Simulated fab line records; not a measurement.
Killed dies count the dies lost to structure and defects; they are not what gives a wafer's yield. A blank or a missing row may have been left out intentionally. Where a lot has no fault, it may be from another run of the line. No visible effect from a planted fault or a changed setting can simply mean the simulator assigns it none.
fab line records	flow sky130
[record] lots = 11	wafers = 33	lastDay = 50
route steps=708 shown METAL5@675 PASSIVATION@682 PAD_OPEN@706
lots that met no fault: from a run of the same line without faults
startH: hours from the record's first day to the start of the lot's first wafer shown	waitH: hours since the lot's step before	" same as the row above	L1.1+2: a single row standing in for several wafers	- no value, or no start was given	* or withheld: withheld	< > ~ a bound
route shown NAME@n: names a module that has steps shown in the file, with the first one's number in the route	usual: the fault-free wafers' mean and standard deviation	same: alike in all rows	chamber/n: place in a boat	sites: per-site readings	_std_site: standard deviation of those values	_edge_site: inner sites' mean taken away from outer sites' mean	radiusMm: for every site, how far away it sits from the centre of the wafer	mask NAME#n: copy n	behind: the tool/chamber that last shaped the wafer	hold: what put the lot on hold/how long, in hours/how the hold closed	device: whichever transistor did not switch (one of n, p or np)	end of line: tests of these same wafers at the route's end	a step without rows: its recipe alone	killed: dies lost to structure and defects at the first sort, not the wafer's yield	map: per-die view of a wafer (x killed, . not killed, _ where there is no die)
set.NAME: the setting as run; set.NAME@STEP: as run at that earlier step	model.NAME: the simulator's own value behind a step, which no gauge read
the route's steps for a sample of lots (tables are steps, rows are wafers)
services: from which hour (startH, from the record's first day; less than 0 if before it) a tool's chamber was out of use, for how many hours, and why
[[steps]]
[step SKY_METAL5_DESCUM_14]
[recipe] chemistry = O2	sourcePowerW = 150	biasPowerW = 0	pressureMtorr = 10	tempC = 40	timeS = 11
[usual] drypumpMotorCurrentA = 5.58/0.3	oesProductAu = 1.004/0.0085
lot.wafer	tool	chamber	startH	waitH	drypumpMotorCurrentA	oesProductAu	rfHoursCounterH
L297.1	rieMetal-01	0	1022.46	0.1	5.58	1.010	20
L297.5	"	1	"	"	5.03	1.006	-
L297.6	"	0	"	"	5.60	1.006	-
L299.1	rieMetal-01	0	1035.61	0.1	5.59	1.018	21
L299.2	"	1	"	"	5.05	1.003	6
L299.4	"	0	"	"	5.61	1.019	-
L303.1	rieMetal-02	1	1067.94	0.1	5.93	1.023	18
L303.2	"	0	"	"	5.71	1.008	9
L303.6	"	0	"	"	5.68	1.006	-
L305.1	rieMetal-03	0	1082.11	0.1	5.63	1.017	9
L305.4	"	1	"	"	5.15	1.016	-
L305.5	"	1	"	"	5.14	1.013	-
L308.2	rieMetal-02	1	1094.74	0.1	5.91	1.015	20
L308.4	"	1	"	"	5.90	1.003	-
L308.5	"	0	"	"	5.69	1.000	-
L307.2	rieMetal-02	1	1096.36	0.1	5.92	1.003	20
L307.4	"	1	"	"	5.90	1.001	-
L307.5	"	0	"	"	5.72	1.000	-
L312.3	rieMetal-01	0	1122.85	0.1	5.57	1.010	-
L312.4	"	1	"	"	5.05	1.009	-
L312.6	"	0	"	"	5.56	1.002	-
L313.3	rieMetal-03	0	1123.96	0.1	5.63	0.999	-
L313.5	"	0	"	"	5.63	1.016	-
L313.6	"	0	"	"	5.63	1.007	-
L314.2	rieMetal-02	0	1127.74	0.1	5.69	0.996	13
L314.4	"	1	"	"	5.89	1.008	-
L314.6	"	0	"	"	5.70	0.994	-
L316.2	rieMetal-02	1	1144.28	0.1	5.92	1.011	24
L316.4	"	1	"	"	5.91	1.009	-
L316.6	"	1	"	"	5.92	1.007	-
L319.3	rieMetal-02	1	1153.84	0.1	5.88	1.004	-
L319.4	"	0	"	"	5.74	0.991	-
L319.5	"	1	"	"	5.86	1.000	-
[step SKY_PASSIVATION_THK_MEAS_01]
[recipe] reads = SiO2_of_PASSIVATION_CVD_00
[usual] PASSIVATION_CVD_00_THK = 90.0/1
lot.wafer	tool	chamber	startH	waitH	PASSIVATION_CVD_00_THK[nm]
L297.1	filmMetro-01	-	1023.36	-	88.1
L297.5	"	-	"	"	89.6
L297.6	"	-	"	"	89.4
L299.1	filmMetro-03	-	1036.51	-	88.0
L299.2	"	-	"	"	88.2
L299.4	"	-	"	"	88.5
L303.1	filmMetro-01	-	1068.82	-	90.1
L303.2	"	-	"	"	88.9
L303.6	"	-	"	"	91.0
L305.1	filmMetro-01	-	1083.00	-	89.7
L305.4	"	-	"	"	91.7
L305.5	"	-	"	"	90.7
L308.2	filmMetro-01	-	1095.64	-	91.4
L308.4	"	-	"	"	91.0
L308.5	"	-	"	"	90.9
L307.2	filmMetro-04	-	1097.30	-	89.8
L307.4	"	-	"	"	91.6
L307.5	"	-	"	"	91.9
L312.3	filmMetro-01	-	1123.79	-	89.3
L312.4	"	-	"	"	90.8
L312.6	"	-	"	"	91.2
L313.3	filmMetro-04	-	1125.17	-	90.1
L313.5	"	-	"	"	89.4
L313.6	"	-	"	"	89.8
L314.2	filmMetro-04	-	1128.68	-	90.0
L314.4	"	-	"	"	90.0
L314.6	"	-	"	"	92.1
L316.2	filmMetro-01	-	1145.17	-	90.1
L316.4	"	-	"	"	91.7
L316.6	"	-	"	"	90.9
L319.3	filmMetro-04	-	1154.73	-	89.4
L319.4	"	-	"	"	90.1
L319.5	"	-	"	"	90.1
[step SKY_PASSIVATION_THK_MEAS_03]
[recipe] reads = Si3N4_of_PASSIVATION_CVD_02
[usual] PASSIVATION_CVD_02_THK = 541/6.2
lot.wafer	tool	chamber	startH	waitH	PASSIVATION_CVD_02_THK[nm]
L297.1	filmMetro-04	-	1023.64	-	544
L297.5	"	-	"	"	546
L297.6	"	-	"	"	548
L299.1	filmMetro-03	-	1036.85	-	537
L299.2	"	-	"	"	535
L299.4	"	-	"	"	547
L303.1	filmMetro-03	-	1069.22	-	533
L303.2	"	-	"	"	533
L303.6	"	-	"	"	540
L305.1	filmMetro-01	-	1083.29	-	542
L305.4	"	-	"	"	543
L305.5	"	-	"	"	537
L308.2	filmMetro-04	-	1095.93	-	533
L308.4	"	-	"	"	551
L308.5	"	-	"	"	545
L307.2	filmMetro-01	-	1097.58	-	533
L307.4	"	-	"	"	539
L307.5	"	-	"	"	540
L312.3	filmMetro-01	-	1124.08	-	537
L312.4	"	-	"	"	534
L312.6	"	-	"	"	539
L313.3	filmMetro-03	-	1125.45	-	543
L313.5	"	-	"	"	550
L313.6	"	-	"	"	551
L314.2	filmMetro-01	-	1128.96	-	537
L314.4	"	-	"	"	547
L314.6	"	-	"	"	542
L316.2	filmMetro-03	-	1145.46	-	539
L316.4	"	-	"	"	547
L316.6	"	-	"	"	544
L319.3	filmMetro-01	-	1155.02	-	537
L319.4	"	-	"	"	550
L319.5	"	-	"	"	550
[step SKY_PAD_OPEN_ANNEAL_12]
[recipe] tempC = 400	timeS = withheld	ambient = N2/H2	idleTempC = 300	rampUpCPerMin = 8	rampDownCPerMin = 4
[usual] spikeTcBottomC = 425.2/0.99	spikeTcCentreC = 400.6/0.96	spikeTcLowerC = 400.8/1.9	spikeTcTopC = 427.7/1.2	spikeTcUpperC = 399.7/1.1	tubeCenterTempC = 400/0.035	zonePowerBottomPct = 6.00/0.15	zonePowerCentrePct = 4.57/0.046	zonePowerUpperPct = 4.16/0.17
lot.wafer	tool	chamber	startH	waitH	spikeTcBottomC	spikeTcCentreC	spikeTcLowerC	spikeTcTopC	spikeTcUpperC	tubeCenterTempC	zonePowerBottomPct	zonePowerCentrePct	zonePowerUpperPct
L297.1	furnace-02	0	1068.20	0.0	424.7	400.9	401.6	427.6	399.9	399.94	5.83	4.45	4.01
L297.5	"	0	"	"	424.7	401.0	398.8	428.0	399.0	399.97	5.87	4.57	4.02
L297.6	"	0	"	"	425.0	399.1	398.7	427.9	401.4	399.99	5.81	4.65	4.05
L299.1	furnace-02	0	1080.65	0.0	428.0	401.4	399.0	427.4	401.3	399.94	5.90	4.61	4.11
L299.2	"	0	"	"	424.4	401.2	399.8	427.2	400.5	400.03	5.86	4.52	4.01
L299.4	"	0	"	"	426.6	399.3	399.8	426.6	399.5	400.05	5.87	4.54	3.94
L303.1	furnace-01	0	1111.05	0.0	424.7	399.6	401.1	428.6	400.4	400.03	6.18	4.58	4.39
L303.2	"	0	"	"	424.8	401.1	403.9	427.4	398.8	399.98	6.16	4.52	4.31
L303.6	"	0	"	"	423.8	400.1	402.2	428.2	398.4	399.97	6.17	4.61	4.40
L305.1	furnace-02	0	1123.73	0.0	426.6	401.1	401.0	426.2	399.6	399.93	5.88	4.64	3.94
L305.4	"	0	"	"	423.9	400.1	399.4	426.7	399.7	400.01	5.89	4.53	3.96
L305.5	"	0	"	"	425.8	401.9	398.9	427.1	401.4	399.96	5.85	4.64	4.01
L308.2	furnace-01	0	1134.94	0.0	423.9	401.6	403.6	427.6	397.5	400.01	6.12	4.59	4.38
L308.4	"	0	"	"	424.9	399.2	402.8	429.2	397.0	400.04	6.22	4.55	4.37
L308.5	"	0	"	"	425.7	400.0	401.7	430.6	400.1	400.02	5.96	4.66	4.40
L307.2	furnace-02	0	1137.99	0.0	423.9	400.7	400.6	428.3	401.3	400.05	5.86	4.51	3.94
L307.4	"	0	"	"	424.1	400.9	400.0	427.5	400.5	400.04	5.82	4.53	4.05
L307.5	"	0	"	"	425.8	400.2	398.3	427.2	400.5	400	5.98	4.56	4.06
L312.3	furnace-02	0	1161.15	0.0	398.5	374.6	372.3	404.0	373.4	399.95	5.26	4.17	3.64
L312.4	"	0	"	"	398.6	374.2	374.3	403.4	374.4	400.05	5.31	4.16	3.68
L312.6	"	0	"	"	398.6	374.7	373.7	402.6	375.4	400.05	5.35	4.13	3.70
L313.3	furnace-01	0	1162.30	0.0	425.7	401.6	403.3	430.1	399.3	400.02	6.16	4.58	4.23
L313.5	"	0	"	"	425.8	399.6	402.0	427.4	397.8	400.02	6.16	4.59	4.30
L313.6	"	0	"	"	423.3	401.5	403.3	428.5	400.1	400.04	6.17	4.53	4.36
L314.2	furnace-02	0	1164.69	0.0	399.1	372.1	373.4	402.6	374.5	399.99	5.34	4.20	3.68
L314.4	"	0	"	"	399.8	374.5	373.6	402.6	373.0	399.98	5.31	4.16	3.68
L314.6	"	0	"	"	399.0	375.6	372.8	401.8	373.2	399.99	5.30	4.15	3.66
L316.2	furnace-02	0	1179.82	0.0	399.4	374.6	373.0	402.2	373.8	400.04	5.26	4.23	3.67
L316.4	"	0	"	"	400.2	373.0	373.5	403.2	374.1	399.98	5.27	4.17	3.72
L316.6	"	0	"	"	398.4	374.0	373.6	402.3	374.6	399.96	5.30	4.22	3.61
L319.3	furnace-01	0	1189.01	0.0	425.5	400.2	403.3	430.0	400.3	400.04	6.06	4.55	4.35
L319.4	"	0	"	"	423.9	399.7	403.2	429.0	399.9	400	6.13	4.53	4.37
L319.5	"	0	"	"	424.4	402.4	401.9	427.5	399.9	399.99	6.16	4.60	4.34
[step SKY_PAD_OPEN_PROBE_99]
[usual] defectLimitedYield = 82.7/1.8	killed_at_M0_to_M3 = 43/6.8	killed_at_M4_up = 3.2/1.8	killedAtContacts = 24/5.2	killedAtFrontEnd = 15/4.2	killedAtOther = 0.4/0.62	killedDies = 85/8.7	killedOpen = 46/6.7	killedShort = 39/5.9	sort_bin_3_pad_short = 0.9/0.41	sort_bin_5_function = 10.2/1.5	sort_bin_6_memory = 6.3/1.1	sortNPass = 407/8.7	sortYieldPct = 82.7/1.8
[same] grossDies = 492	killedAtBackSide = 0	sort_bin_4_leakage[%] = 0	sort_bin_8_speed[%] = 0
lot.wafer	tool	chamber	startH	waitH	defectLimitedYield[%]	killed_at_M0_to_M3	killed_at_M4_up	killedAtContacts	killedAtFrontEnd	killedAtOther	killedDies	killedOpen	killedShort	sort_bin_3_pad_short[%]	sort_bin_5_function[%]	sort_bin_6_memory[%]	sortNPass	sortYieldPct[%]
L307.2	prober-02	-	1139.66	0.1	81.3	48	0	24	20	0	92	46	44	1.0	12.0	5.7	400	81.3
L307.4	prober-02	-	1139.76	0.2	81.3	45	4	22	19	2	92	40	52	1.2	11.2	6.3	400	81.3
L307.5	prober-02	-	1139.81	0.2	80.7	53	4	31	7	0	95	56	38	1.0	11.0	7.3	397	80.7
L312.3	prober-01	-	1162.87	0.2	81.1	49	5	18	21	0	93	45	48	0.6	12.8	5.5	399	81.1
L312.4	prober-01	-	1162.92	0.2	79.9	55	5	24	15	0	99	56	43	1.6	11.8	6.7	393	79.9
L312.6	prober-01	-	1163.02	0.2	84.1	49	2	17	10	0	78	42	36	0.4	10.0	5.5	414	84.1
// killed by level:class
L307.2 VIA3:geometricParticle:open=10 VIA1:geometricParticle:open=8 CONTACT:geometricParticle:open=7 METAL3:geometricParticle:short=7 FIELD_ISO:geometricParticle:open=6 CONTACT:geometricParticle:short=6 LOCAL_INTERCONNECT:geometricParticle:short=6 FIELD_ISO:geometricParticle:short=5
L307.4 VIA1:geometricParticle:open=9 CONTACT:geometricParticle:open=8 FIELD_ISO:geometricParticle:short=7 CONTACT:geometricParticle:short=6 VIA3:geometricParticle:short=6 VIA3:geometricParticle:open=6 VIA2:geometricParticle:open=5 METAL2:geometricParticle:short=5
L307.5 CONTACT:geometricParticle:open=16 VIA1:geometricParticle:open=11 VIA2:geometricParticle:open=11 VIA1:geometricParticle:short=6 VIA3:geometricParticle:short=6 VIA3:geometricParticle:open=6 METAL2:geometricParticle:short=5 POLY_GATE:geometricParticle:short=5
L312.3 METAL1:geometricParticle:short=8 VIA3:geometricParticle:open=7 CONTACT:geometricParticle:open=7 METAL2:geometricParticle:short=7 FIELD_ISO:geometricParticle:open=6 POLY_GATE:geometricParticle:open=6 VIA1:geometricParticle:short=6 METAL3:geometricParticle:short=5
L312.4 VIA1:geometricParticle:open=17 LI_CONTACT:geometricParticle:open=9 VIA3:geometricParticle:open=8 VIA2:geometricParticle:open=8 VIA3:geometricParticle:short=6 FIELD_ISO:geometricParticle:short=5 LOCAL_INTERCONNECT:geometricParticle:short=5 CONTACT:geometricParticle:open=5
L312.6 METAL2:geometricParticle:short=12 CONTACT:geometricParticle:open=8 VIA1:geometricParticle:short=8 VIA1:geometricParticle:open=8 VIA3:geometricParticle:open=5 LOCAL_INTERCONNECT:geometricParticle:open=4 VIA2:geometricParticle:open=4 VIA2:geometricParticle:short=4
[[services]]
tool	chamber	startH	hours	kind
rieMetal-03	0	1000.94	7.6	repair
furnace-01	-	1003.79	2.9	pm
rieMetal-01	0	1024.11	7.4	repair
rieMetal-01	0	1036.26	-	clean
rieMetal-01	0	1036.26	24.2	scheduledDown
rieMetal-01	0	1036.26	24.2	ventCycle
furnace-02	-	1045.35	3.0	pm
furnace-01	-	1069.06	2.8	pm
furnace-01	-	1085.54	9.9	pm
furnace-01	-	1105.27	3.5	pm
furnace-02	-	1108.74	3.5	pm
rieMetal-03	1	1119.54	5.7	repair
rieMetal-01	1	1130.89	49.1	repair
rieMetal-03	0	1160.07	12.8	repair
rieMetal-03	1	1163.01	4.1	repair
rieMetal-03	-	1174.11	0.2	repair
rieMetal-01	-	1175.23	2.8	pm
[[key]]
[firstSign] step = SKY_PAD_OPEN_ANNEAL_12	reading = spikeTcCentreC	direction = down	sigmas = 28	usual = 400.6	struck = 374.2
[effect] step = SKY_PAD_OPEN_ANNEAL_12	reading = spikeTcBottomC	direction = down	sigmas = 26	usual = 425.2	struck = 399.1
metAt SKY_PAD_OPEN_ANNEAL_12
struckLots L312,L314,L316
notActingAt SKY_METAL5_DESCUM_14,SKY_PASSIVATION_THK_MEAS_01,SKY_PASSIVATION_THK_MEAS_03
onsetBetween 1137.99 1161.15
[fault] kind = processParameterDrift	tool = furnace-02	chamber = -	onsetH = 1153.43	steps = SKY_PAD_OPEN_ANNEAL_12	channel = tempC	offset = *	shape = step	endH = 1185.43	actsIn = *	stated = *
